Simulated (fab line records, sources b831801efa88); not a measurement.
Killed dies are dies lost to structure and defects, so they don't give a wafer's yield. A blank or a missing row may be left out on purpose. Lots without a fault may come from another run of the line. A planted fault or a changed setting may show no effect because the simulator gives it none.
Chamber matching | flow gf180mcu | GF_STI_ETCH_14 on rie_si-01: 4 sister chambers
The step etches Si in HBr/Cl2/O2, target depth 360 nm, time 102.9 s. 7 wafers are shown with their chamber, then 8 later ones without.

WAFERS WITH THEIR CHAMBER
wafer  | chamber | drypump_motor_current_A (A) | oes_product_au (a.u.)
L762.2 | 3       | 6.0                         | 0.997
L764.5 | 0       | 6.2                         | 1.012
L770.1 | 3       | 6.0                         | 0.993
L773.1 | 1       | 6.2                         | 0.988
L773.5 | 1       | 6.2                         | 1.002
L773.6 | 0       | 6.1                         | 1.001
L775.3 | 2       | 6.7                         | 0.995

WAFERS WITHOUT THEIR CHAMBER
wafer  | drypump_motor_current_A (A) | oes_product_au (a.u.)
L775.4 | 6.0                         | 1.007
L775.6 | 6.2                         | 0.996
L778.2 | 6.0                         | 0.995
L778.3 | 6.2                         | 1.012
L778.4 | 6.7                         | 0.991
L780.1 | 6.0                         | 1.003
L780.5 | 6.1                         | 1.025
L780.6 | 6.0                         | 0.987

WHICH CHAMBER EACH WENT THROUGH
wafer  | from the rows above          | in truth
L775.4 | 3                            | 3
L775.6 | can't be placed: 1 or 0      | 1
L778.2 | 3                            | 3
L778.3 | can't be placed: 0 or 1      | 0
L778.4 | 2                            | 2
L780.1 | 3                            | 3
L780.5 | can't be placed: 0 or 3 or 1 | 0
L780.6 | 3                            | 3
Placed correctly: 5 of 8. Can't be placed from these rows: 3 (the true chamber is among the candidates in 3). Placed wrongly: 0.
How it was worked out, from the rows above alone: a wafer's distance from a chamber is the root of the sum, over the readings, of the square of ((its reading less the chamber's mean) divided by the reading's scatter). The wafer belongs to the nearest chamber; if the next one is less than 2 further off, it can't be placed. A chamber's mean is the mean of its shown wafers. The scatter: the root of (the sum of the squares of (reading less its chamber's mean) over the shown wafers, divided by (wafers less chambers)).
